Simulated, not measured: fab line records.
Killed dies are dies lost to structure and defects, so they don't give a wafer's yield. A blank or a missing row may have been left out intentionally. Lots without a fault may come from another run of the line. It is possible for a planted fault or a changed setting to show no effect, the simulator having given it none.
8D (eight disciplines) problem report, filled in by code + flow sky130 + the parts of the form that need people (team, actions taken, sign-off) are left out

## 1. THE ISSUE
Across 2 wafers from 2 lots, METAL2_ALCU_RS at SKY_METAL2_RS_MEAS_05 averages 0.1103 ohm/sq, while fault-free wafers read 0.1269 ohm/sq with a standard deviation of 0.0016. That is -10 standard deviations from the usual mean.
The step: measures by four-point-probe.
The first sign was on wafer L148.2 at day 38 20:53, on filmMetro-01. The record holds 33 wafers of 11 lots with a number at this step. Rule for "out", or "out of limits": more than 4 standard deviations from the usual mean. Any other wafer with a number is counted as sound.

## 2. WHAT IT IS; WHAT IT IS NOT
| question                    | is                         | is not                                                                    |
|-----------------------------|----------------------------|---------------------------------------------------------------------------|
| which readings at this step | METAL2_ALCU_RS             | -                                                                         |
| which lots                  | L148, L151                 | L132, L134, L136, L137, L138, L139, L140, L142, L155                      |
| which wafers of those lots  | L148.2, L151.2             | L148.5, L148.6, L151.3, L151.4                                            |
| read on which gauges        | filmMetro-01, filmMetro-04 | filmMetro-03                                                              |
| when                        | from day 38 20:53          | up to then (26 sound wafers); but 5 sound wafers of L151, L155 came after |

## 3. SUSPECTS, AND WHAT RULES EACH OUT
Counting: if a tool at a process step up to the reading ran every lot that is out, it stays a suspect. Sound lots after the first of them don't rule it out here, since some wafers of a struck lot are sound.
- ruled out: the gauge at SKY_METAL2_RS_MEAS_05. The wafers that are out were read on 2 gauges (filmMetro-01, filmMetro-04).
- pvdSputter-03 at SKY_METAL2_SPUTTER_02 (material AlCu, target thk 250 nm, time 13.3 s): kept. Every lot that is out went through it, the first being L148 (day 38 20:46); the last sound lot it ran before that was L139 (day 37 01:49).
After counting, what remains is pvdSputter-03 at SKY_METAL2_SPUTTER_02.

## 4. THE CAUSE (what the simulator had put in)
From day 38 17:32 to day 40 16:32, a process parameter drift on pvdSputter-03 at SKY_METAL2_SPUTTER_02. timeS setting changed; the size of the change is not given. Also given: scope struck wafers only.
Only this tool survived the counting.

## 5. THE EFFECT CHAIN, in route order
Each row: a reading where the mean over the struck wafers with a number is more than 3 standard deviations away from the usual. Scope: only readings with a usual standard deviation given in the record; hours: median across lots of the time from each lot's start at the first step in this table that gives one to its start at this step; sigmas: change in usual standard deviations.
| hours | step                   | reading         | usual         | on struck wafers | change  | sigmas |
|-------|------------------------|-----------------|---------------|------------------|---------|--------|
| 0     | SKY_METAL2_RS_MEAS_05  | METAL2_ALCU_RS  | 0.1269 ohm/sq | 0.1103           | -0.0166 | -10    |
| 0     | SKY_METAL2_THK_MEAS_06 | METAL2_ALCU_THK | 247 nm        | 282              | +34     | +11    |

## 6. HOW IT WOULD HAVE BEEN CAUGHT EARLIER
Counted from the fault's start at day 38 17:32, it took 3 hours until the first out-of-limits reading at a measuring or inspecting step in this record, taken at day 38 20:53.
No tool reading at SKY_METAL2_SPUTTER_02 that has a usual standard deviation in the record was out on any struck wafer, so an alarm limit of 4 standard deviations on those readings would not have fired.
Lots out: 2; of these, L151 started SKY_METAL2_SPUTTER_02 on pvdSputter-03 after day 38 20:53. A hold on the tool at that time would have spared it.
